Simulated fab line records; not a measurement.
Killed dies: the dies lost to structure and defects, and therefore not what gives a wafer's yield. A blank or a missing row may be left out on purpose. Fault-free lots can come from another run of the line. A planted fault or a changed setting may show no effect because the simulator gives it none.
What tool caused it?    flow sfq_line    6 lots with 18 wafers sampled at 4 steps, on a route of 325 steps

WHAT THE GAUGES READ, wafer by wafer
SFQ_M4_RS_MEAS_924: a four-point-probe measurement.
lot   measured      on             M4_NB_RS (ohm/sq)
L903  day 44 02:08  film_metro-01  0.876 0.885 0.880
L906  day 51 22:46  film_metro-03  0.902 0.915 0.896
L908  day 52 01:12  film_metro-02  0.879 0.889 0.901
L911  day 52 14:23  film_metro-02  0.876 0.882 0.879
L913  day 53 16:48  film_metro-01  0.889 0.877 0.885
L923  day 55 02:05  film_metro-02  0.614 0.881 0.887

EACH LOT AND THE TOOL THAT RAN IT (in order: tool; ch and the chambers of the sampled wafers; start)
lot   SFQ_TRILAYER_M0_STRIP_STRIP_025    SFQ_TRILAYER_M2_DEP_SPUTTER_055  SFQ_TRILAYER_M4_DEP_SPUTTER_091
L903  rie_metal-01 ch 0,1, day 11 01:02  pvd_sputter-06, day 23 13:43     pvd_sputter-04, day 44 02:01
L906  rie_metal-02 ch 0,1, day 12 16:46  pvd_sputter-04, day 26 00:30     pvd_sputter-03, day 51 22:40
L908  rie_metal-01 ch 0,1, day 13 10:46  pvd_sputter-04, day 26 02:54     pvd_sputter-03, day 52 01:05
L911  rie_metal-01 ch 1, day 14 14:53    pvd_sputter-04, day 27 10:07     pvd_sputter-03, day 52 14:16
L913  rie_metal-04 ch 0,1, day 15 09:58  pvd_sputter-06, day 28 14:43     pvd_sputter-05, day 53 16:40
L923  rie_metal-04 ch 0,1, day 18 15:11  pvd_sputter-04, day 29 14:52     pvd_sputter-04, day 55 02:00
- SFQ_TRILAYER_M0_STRIP_STRIP_025: strips in O2.
- SFQ_TRILAYER_M2_DEP_SPUTTER_055: material Nb, target thk 200 nm, time 133.3 s.
- SFQ_TRILAYER_M4_DEP_SPUTTER_091: material Nb, target thk 200 nm, time 133.3 s.

THE ANSWER, worked out from the rows above alone
Rule: the usual values come from the lots themselves. The widest of any qualifying gaps counts: lots, ordered by their means at a reading, are off when they make up no more than a third of the lots, leave a main group of 4 or more, and stand apart from it by 3 or more times the standard deviation of that group's means. A main group is skipped when, at the precision printed for the reading in the tables above, its means are all equal. A lot without any number at a reading at which 4 lots or more have one is off too. Any other lot the step has rows for is counted as sound.
Off: L923, seen at SFQ_M4_RS_MEAS_924 (M4_NB_RS). Main group: mean 0.887 ohm/sq, sd 0.0092.
If a tool, at a process step before that reading, ran all the lots that are off and no sound lot after the first of them, it fits. Those tools and the gauges at SFQ_M4_RS_MEAS_924 are tried in the same way. Can't be told from this: 3 tools fit, rie_metal-04 at SFQ_TRILAYER_M0_STRIP_STRIP_025, pvd_sputter-04 at SFQ_TRILAYER_M2_DEP_SPUTTER_055 and SFQ_TRILAYER_M4_DEP_SPUTTER_091, film_metro-02 at SFQ_M4_RS_MEAS_924.

WHAT HAD BEEN PUT IN BY THE SIMULATOR
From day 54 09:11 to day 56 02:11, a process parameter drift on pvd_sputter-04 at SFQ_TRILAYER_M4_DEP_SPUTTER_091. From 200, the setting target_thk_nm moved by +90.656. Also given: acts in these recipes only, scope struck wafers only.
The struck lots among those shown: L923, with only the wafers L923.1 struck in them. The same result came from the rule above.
